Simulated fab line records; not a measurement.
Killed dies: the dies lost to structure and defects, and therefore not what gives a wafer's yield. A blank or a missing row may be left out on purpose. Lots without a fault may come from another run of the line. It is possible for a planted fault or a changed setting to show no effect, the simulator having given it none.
Problem report, 8D (eight disciplines) form, completed by code | flow sky130 | the parts of the form that need people (team, actions taken, sign-off) are left out

1. WHAT IS WRONG
Mean of killed_at_M4_up at SKY_PAD_OPEN_PROBE_99: 55.8 across 6 wafers in 2 lots; on wafers with no fault it is 3.1 (standard deviation 2). That puts it +26 standard deviations away from the usual mean.
Earliest sighting: wafer L118.3 on prober-01 at day 48 13:21. At this step, 6 wafers from 2 lots have a number in the record. Rule for "out" (also "out of limits"): further than 4 standard deviations from the usual mean. Any other wafer with a number is counted as sound.

2. WHAT IT IS AND WHAT IT IS NOT
question                    | is                                    | is not
which readings at this step | killed_at_M4_up, sort_bin_3_pad_short | killed_at_M0_to_M3, killed at contacts, killed at front end, killed at other, killed open, killed short, sort_bin_8_speed
which lots                  | L118, L120                            | -
which wafers of those lots  | all that have a number                | -
read on which tools         | prober-01                             | -
when                        | from day 48 13:21                     | up to then (0 sound wafers)

3. SUSPECTS, AND WHAT RULES EACH OUT
Counting: a tool stays on the suspect list if, at a process step up to the reading, it processed all lots that are out and no sound lot following the first of them.
- pvd sputter-02 at SKY_METAL4_SPUTTER_01 (material TiN, target thk 20 nm, time 16.7 s): kept. It ran every lot that is out, first L118 (day 43 01:49), and no sound lot after that.
- rie metal-03 at SKY_METAL4_DESCUM_15 (chemistry O2, time 8 s): kept. It ran every lot that is out, first L118 (day 44 22:21), and no sound lot after that.
- pvd sputter-02 at SKY_METAL5_SPUTTER_00 (material Ti, target thk 15 nm, time 10 s): kept. It ran every lot that is out, first L118 (day 45 22:21), and no sound lot after that.
- prober-01 at SKY_PAD_OPEN_PROBE_99: kept. It ran every lot that is out, first L118 (day 48 13:21), and no sound lot after that. Its own killed_at_M4_up, sort_bin_3_pad_short readings are out on those wafers.
Left after counting: pvd sputter-02 at SKY_METAL4_SPUTTER_01, rie metal-03 at SKY_METAL4_DESCUM_15, pvd sputter-02 at SKY_METAL5_SPUTTER_00, prober-01 at SKY_PAD_OPEN_PROBE_99.

4. THE CAUSE (what the simulator had put in)
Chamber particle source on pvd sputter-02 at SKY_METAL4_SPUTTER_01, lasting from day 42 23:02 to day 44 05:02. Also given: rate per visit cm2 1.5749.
Counting leaves 4 suspects; this tool is one of them.

5. THE CHAIN OF EFFECTS, in route order
Each row: a reading where the mean over the struck wafers with a number is more than 3 standard deviations away from the usual. Readings are gone through only where the record gives a usual standard deviation; hours: the median, over the lots, of the time from a lot's start at the first step in this table giving one to that lot's start at this step; sigmas: the change measured in usual standard deviations.
hours | step                  | reading              | usual  | on struck wafers | change | sigmas
0     | SKY_PAD_OPEN_PROBE_99 | defect limited yield | 82.5 % | 73.0             | -9.5   | -5.3
0     | SKY_PAD_OPEN_PROBE_99 | killed_at_M4_up      | 3.1    | 55.8             | +52.7  | +26
0     | SKY_PAD_OPEN_PROBE_99 | killed dies          | 86     | 133              | +47    | +5.2
0     | SKY_PAD_OPEN_PROBE_99 | sort_bin_3_pad_short | 0.9 %  | 4.0              | +3.1   | +7.1
0     | SKY_PAD_OPEN_PROBE_99 | sort_bin_5_function  | 10.5 % | 16.4             | +5.9   | +4.2
0     | SKY_PAD_OPEN_PROBE_99 | sort n pass          | 406    | 359              | -47    | -5.2
0     | SKY_PAD_OPEN_PROBE_99 | sort yield pct       | 82.5 % | 73.0             | -9.5   | -5.3
Here are the process steps it includes:
- SKY_PAD_OPEN_PROBE_99

6. WHAT WOULD HAVE CAUGHT IT SOONER
The fault began at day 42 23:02; the first out-of-limits reading in this record came at day 48 13:21, 134 hours later.
Of the tool readings at SKY_METAL4_SPUTTER_01 for which the record gives a usual standard deviation, none was out on any struck wafer, so an alarm limit of 4 standard deviations on them would not have fired.
Each of the lots that are out, 2 in all, had begun SKY_METAL4_SPUTTER_01 on pvd sputter-02 no later than day 48 13:21. None of them would have been spared by holding the tool at that moment.
